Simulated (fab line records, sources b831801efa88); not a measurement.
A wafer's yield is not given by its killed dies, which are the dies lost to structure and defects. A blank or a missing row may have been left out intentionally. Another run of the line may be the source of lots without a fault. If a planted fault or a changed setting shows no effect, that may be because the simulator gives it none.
Comparing a struck lot with a sound one ; flow sky130 ; 17 steps out of a route of 708
Sound: the wafers L214.2, L214.3, L214.6. Wafers L212.3, L212.5, L212.6 were the ones struck. At the end, the cause is stated.
Per side, at each step with rows, come the tool, then ch with its chambers, and then its first start. Under that, the readings that differ: sound wafers ; struck wafers ; difference of the means ; sigmas: that difference in standard deviations of wafers without a fault.
alike: words and numbers the same on both sides, and readings whose means are apart by under 2 such deviations; not compared: readings that were withheld, readings missing a value for some wafer, numbers with overlapping values and no deviation given by the record, and bounds like >300 which may hide the same value.
Wherever a step has rows on one side only, a row that says differs or no value, or a row with sigmas, the two part there. Non-overlapping numbers with no deviation appear without sigmas and do not part them. A reading missing from all wafers of one side parts the sides only when that side holds two or more wafers.

SKY_LDD_P_OVL_MEAS_08:
  sound on overlay-01 at day 24 12:58; struck on overlay-01 at day 24 00:53
reading;sound;struck;difference;sigmas
LDD_P_OVL (nm);4.2 1.2 0.2;-1.4 -0.7 -2.2;-3.3;-2
following that, these wafers have no rows for 1 step: SKY_LDD_P_IMPLANT_09.
SKY_LDD_P_STRIP_10: strips in O2/N2.
  sound on plasma_asher-01 ch 1, day 24 13:08; struck on plasma_asher-02 ch 0,1, day 24 01:05
  alike: drypump_motor_current_A, oes_product_au, strip_time_to_endpoint_s
  not compared: rf_hours_counter_h
SKY_LDD_P_TW_MEAS_11:
  sound on film_metro-02 at day 24 13:15; struck on film_metro-04 at day 24 01:11
  alike: LDD_P_TW
then, 7 steps without rows for these wafers: SKY_LDD_HVN_DEHYDRATE_00 (time 60 s); SKY_LDD_HVN_HMDS_01 (prime time 60 s); SKY_LDD_HVN_COAT_02 (resist thk 300 nm); SKY_LDD_HVN_SOFTBAKE_03 (time 60 s); SKY_LDD_HVN_EXPOSE_04 (exposes mask HVNTM, target cd 700 nm); SKY_LDD_HVN_PEB_05; SKY_LDD_HVN_DEVELOP_06 (develop time 60 s).
SKY_LDD_HVN_OVL_MEAS_07:
  sound on overlay-02 at day 25 18:24; struck on overlay-02 at day 25 06:17
  alike: LDD_HVN_OVL
SKY_LDD_HVN_IMPLANT_08:
  sound on implanter-03 ch 0, day 25 18:28; struck on implanter-01 ch 0, day 25 06:21
reading;sound;struck;difference;sigmas
dose_ions_cm2;3.002e+13 2.994e+13 2.998e+13;4.576e+13 4.577e+13 4.575e+13;+1.578e+13;+99 or more
faraday_current_uA;168 171 175;266 266 264;+94;+28
  alike: beam_on_s, end_station_pressure_torr
SKY_LDD_HVN_STRIP_09: strips in O2/N2.
  sound on plasma_asher-02 ch 0,1, day 25 18:35; struck on plasma_asher-01 ch 0,1, day 25 06:29
  alike: drypump_motor_current_A, oes_product_au, strip_time_to_endpoint_s
  not compared: rf_hours_counter_h
SKY_LDD_HVN_TW_MEAS_10:
  sound on film_metro-01 at day 25 18:41; struck on film_metro-04 at day 25 06:34
reading;sound;struck;difference;sigmas
LDD_HVN_TW;1419 1419 1416;1675 1672 1685;+259;+15
then, 1 step without rows for these wafers: SKY_LDD_HVP_DEHYDRATE_00 (time 60 s).
-- record jumps: 24 days separate the struck wafers' starts on either side; left off in module LDD_HVP, taken up again in module PAD_OPEN, whose first shown step is the route's number 708 --
SKY_PAD_OPEN_PROBE_99:
  sound on prober-02 at day 49 15:49; struck on prober-02 at day 49 06:27
reading;sound;struck;difference;sigmas
model.etest.tip_n_5v.rs_ohm_sq;1421 1402 1413;1029 1028 1036;-381;
model.etest.nfet_g5v0d10v5.r_on_ohm_um;1865 1896 1878;1776 1784 1814;-88;
model.etest.nfet_g5v0d10v5.drive_ua_um;609.3 602.4 610.5;635.8 635 626.2;+24.9;
model.etest.nfet_05v0_nvt.drive_ua_um;577.1 569.1 574;588.9 589.7 584;+14.1;
model.etest.res_ndiff_hv.rs_ohm_sq;113.5 114.2 113.6;110 110 110.4;-4;
model.etest.nfet_g5v0d10v5.vt_sat_v (V);0.772 0.7806 0.7656;0.7127 0.7186 0.7267;-0.0534;
model.etest.nfet_g5v0d10v5.vt_v (V);0.8251 0.8329 0.8216;0.793 0.7958 0.8051;-0.029;
  alike: killed_at_M0_to_M3, killed_at_M4_up, killed_at_contacts, killed_at_front_end, killed_at_other, killed_dies, killed_open, killed_short
  not compared: model.etest.ring_5v.delay_ps

== WHERE THEY PART ==
Last at SKY_LDD_HVN_TW_MEAS_10 as far as this record goes, first at SKY_LDD_P_OVL_MEAS_08. Later steps at which nothing parts them and some readings are alike: SKY_PAD_OPEN_PROBE_99.

WHY: whatever the simulator had introduced
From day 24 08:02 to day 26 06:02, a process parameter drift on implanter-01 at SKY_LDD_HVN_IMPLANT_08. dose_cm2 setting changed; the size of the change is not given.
